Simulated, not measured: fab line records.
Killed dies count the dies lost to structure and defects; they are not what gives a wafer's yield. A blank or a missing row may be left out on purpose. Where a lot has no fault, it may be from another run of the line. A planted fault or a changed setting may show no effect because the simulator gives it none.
Chamber matching	flow gf180mcu	GF_V1_CMP_04 on cmp-02: 4 sister chambers
The step polishes SiO2. 14 wafers are shown with their chamber, then 7 later ones without.

== WAFERS, EACH WITH ITS CHAMBER ==
wafer	chamber	time to endpoint s (s)	motor current A (A)
L164.4	0	94	13.1
L164.5	1	94	13.2
L164.6	2	94	13.0
L173.1	1	81	13.4
L173.4	0	91	13.6
L173.5	2	91	13.2
L174.2	1	85	12.9
L174.5	0	84	13.2
L174.6	1	89	13.7
L179.1	0	74	14.2
L179.5	3	80	13.4
L179.6	2	83	13.3
L182.4	0	89	13.3
L182.5	1	83	13.1

SIGNATURES, as means of the wafers listed above
reading	chamber 0	chamber 1	chamber 2	chamber 3	scatter within a chamber
time to endpoint s	86.40	86.40	89.33	80.00	6.46
motor current A	13.480	13.260	13.167	13.400	0.347
Rule: a wafer's distance from a chamber is the root of the sum, over the readings, of the square of ((its reading less the chamber's mean) divided by the reading's scatter). If the next closest chamber is less than 2 further off than the closest, the wafer can't be placed; otherwise it belongs to the closest. The scatter: take each reading less its chamber's mean, square it, sum over the shown wafers, divide by the number of wafers less the number of chambers, and take the root.

== WAFERS WHOSE CHAMBER IS MISSING ==
wafer	time to endpoint s (s)	motor current A (A)
L182.6	77	13.9
L184.1	79	13.3
L184.2	76	14.0
L184.6	83	13.1
L185.2	76	14.2
L185.3	81	14.3
L185.4	84	13.5

== THE CHAMBER EACH PASSED THROUGH ==
wafer	from the rows above	in truth
L182.6	can't be placed: 3 or 0 or 1 or 2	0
L184.1	can't be placed: 3 or 1 or 0 or 2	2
L184.2	can't be placed: 3 or 0 or 1 or 2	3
L184.6	can't be placed: 1 or 3 or 2 or 0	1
L185.2	can't be placed: 3 or 0 or 1 or 2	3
L185.3	can't be placed: 0 or 3 or 1 or 2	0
L185.4	can't be placed: 0 or 3 or 1 or 2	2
Correctly placed: 0 of 7. Cannot be placed on the basis of these rows: 7; the candidates contain the true chamber in 7. Placed wrongly: 0.
